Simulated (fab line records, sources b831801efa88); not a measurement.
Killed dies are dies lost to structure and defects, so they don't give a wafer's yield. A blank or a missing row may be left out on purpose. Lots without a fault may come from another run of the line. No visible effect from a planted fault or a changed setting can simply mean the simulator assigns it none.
Which of the tools did it? ; flow gf180mcu ; 6 lots with 18 wafers sampled at 2 steps, on a route of 602 steps

WHAT EACH GAUGE READ, for each wafer
GF_STI_CD_MEAS_12: target cd 220 nm.
lot;measured;on;cd_nm (nm)
L560;day 2 13:44;cd_sem-01;219.9 219.4 218.8
L562;day 2 22:04;cd_sem-02;217.6 218.5 219.0
L564;day 3 13:25;cd_sem-02;220.9 221.1 220.7
L568;day 4 03:38;cd_sem-01;221.3 220.9 221.3
L570;day 4 17:22;cd_sem-01;220.1 220.1 221.2
L573;day 5 07:34;cd_sem-02;221.3 219.1 220.5

WHICH TOOL RAN EACH LOT (tool, then ch and the chambers of the sampled wafers, then the start)
lot;GF_STI_EXPOSE_09
L560;krf_scanner-01 ch 0, day 2 07:37
L562;krf_scanner-02 ch 0, day 2 15:56
L564;krf_scanner-02 ch 0, day 3 07:13
L568;krf_scanner-02 ch 0, day 3 21:44
L570;krf_scanner-02 ch 0, day 4 10:59
L573;krf_scanner-01 ch 0, day 4 23:59
- GF_STI_EXPOSE_09: exposes mask COMP, target cd 220 nm.

THE ANSWER, worked out from the rows above alone
Rule: usual is defined by the lots themselves. The widest of any qualifying gaps counts: lots, ordered by their means at a reading, are off when they make up no more than a third of the lots, leave a main group of 4 or more, and stand apart from it by 3 or more times the standard deviation of that group's means. A main group is skipped when, at the precision printed for the reading in the tables above, its means are all equal. Also off: a lot with no number at a reading for which 4 or more lots have one. All remaining lots with rows at the step are treated as sound.
No lot is off on any of the readings shown, so nothing can be concluded from this.

WHAT THE SIMULATOR PUT IN
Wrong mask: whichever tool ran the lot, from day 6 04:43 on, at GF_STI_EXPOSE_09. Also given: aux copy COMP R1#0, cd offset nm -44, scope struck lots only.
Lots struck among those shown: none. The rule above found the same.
